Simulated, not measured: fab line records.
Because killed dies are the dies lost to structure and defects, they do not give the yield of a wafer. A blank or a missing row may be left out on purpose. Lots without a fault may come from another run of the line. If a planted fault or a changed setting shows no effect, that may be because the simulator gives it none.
A struck lot beside a sound one + flow gf180mcu + 16 out of 602 route steps
Sound: the wafers L791.1, L791.2, L791.5. Wafers L800.1, L800.4, L800.5 were the ones struck. The cause comes at the end.
Order at every step that has rows: each side's tool, ch and its chambers, its first start. Under that, the readings that differ: sound wafers + struck wafers + difference of the means + sigmas: that difference in standard deviations of wafers without a fault.
alike: readings whose means differ by less than 2 such deviations, and words and numbers that are the same on both sides. not compared: withheld readings, readings that some wafer has no value for, bounds like >300 that may hide the same value, and numbers for which the record gives no deviation and whose values overlap.
The two part at a step that has a row with sigmas, a row that says differs or no value, or rows on one side only. Numbers that have no deviation but don't overlap get no sigmas and don't part them. A reading that every wafer of one side lacks parts them only if that side has two wafers or more.

first, 6 steps without rows for these wafers: GF_TOP_METAL_HMDS_08 (prime time 60 s); GF_TOP_METAL_COAT_09 (resist thk 1500 nm); GF_TOP_METAL_SOFTBAKE_10 (time 60 s); GF_TOP_METAL_EXPOSE_11 (exposes mask MetalTop, target cd 440 nm); GF_TOP_METAL_PEB_12; GF_TOP_METAL_DEVELOP_13 (develop time 60 s).
GF_TOP_METAL_CD_MEAS_14 targets a cd of 440 nm.
  struck on cdSem-01, day 33 00:13; sound on cdSem-01, day 30 13:26
  alike: cdNm
GF_TOP_METAL_OVL_MEAS_15:
  struck on overlay-01, day 33 00:20; sound on overlay-01, day 30 13:34
  alike: TOP_METAL_OVL
GF_TOP_METAL_METAL_ETCH_16: etches the open film in Cl2/BCl3, stops on SiO2, target depth 1197 nm, time 199.5 s.
  sound on rieMetal-04 ch 0,1, day 30 13:36; struck on rieMetal-03 ch 1, day 33 00:22
  alike: chamberPressureMTorr, drypumpMotorCurrentA, oesProductAu, rfFwdPowerW, throttleValvePct
  not compared: rfHoursCounterH
GF_TOP_METAL_STRIP_17: strips in O2/N2.
  sound on plasmaAsher-01 ch 0,1, day 30 13:47; struck on plasmaAsher-03 ch 0,1, day 33 00:45
| reading                  | sound       | struck      | difference | sigmas |
|--------------------------|-------------|-------------|------------|--------|
| drypumpMotorCurrentA (A) | 5.6 6.7 6.7 | 5.5 5.1 5.1 | -1.1       | -2     |
  alike: chamberPressureMTorr, heaterPowerW, oesProductAu, stripTimeToEndpointS
  not compared: rfHoursCounterH
then, 2 steps without rows for these wafers: GF_TOP_METAL_STRIP_18 (strips in post etch residue remover, time 1200 s); GF_TOP_METAL_CLEAN_19 (cleans in DIW).
GF_PASSIVATION_CVD_00: deposits SiO2 from TEOS, target thk 1000 nm, time 111.95 s.
  sound on pecvd-04 ch 0,1, day 30 14:20; struck on pecvd-03 ch 1,2, day 33 01:17
| reading                                     | sound             | struck            | difference | sigmas |
|---------------------------------------------|-------------------|-------------------|------------|--------|
| rfFwdPowerW (W)                             | 596.1 596.2 594.4 | 502.1 503.7 501.9 | -93.0      | -44    |
| model.SiO2_of_PASSIVATION_CVD_00.thkNm (nm) | 1006 992.4 997.7  | 958 972.6 971     | -32        |        |
  alike: heaterPowerW
GF_PASSIVATION_THK_MEAS_01:
  struck on filmMetro-02, day 33 01:22; sound on filmMetro-04, day 30 14:25
| reading                     | sound        | struck      | difference | sigmas |
|-----------------------------|--------------|-------------|------------|--------|
| PASSIVATION_CVD_00_THK (nm) | 1006 992 998 | 958 973 971 | -31        | -2     |
GF_PASSIVATION_CVD_02: deposits Si3N4, target thk 700 nm, time 486.18 s.
  sound on pecvd-03 ch 0,1, day 30 14:28; struck on pecvd-04 ch 0,1,2, day 33 01:26
  alike: heaterPowerW, rfFwdPowerW
GF_PASSIVATION_PROBE_99:
  the record has rows for the struck wafers here (prober-02, day 33 19:11) and none for the sound ones

## WHERE THEY PART
Earliest at GF_TOP_METAL_STRIP_17; latest, in this record, at GF_PASSIVATION_PROBE_99.

WHY: what the simulator had put in
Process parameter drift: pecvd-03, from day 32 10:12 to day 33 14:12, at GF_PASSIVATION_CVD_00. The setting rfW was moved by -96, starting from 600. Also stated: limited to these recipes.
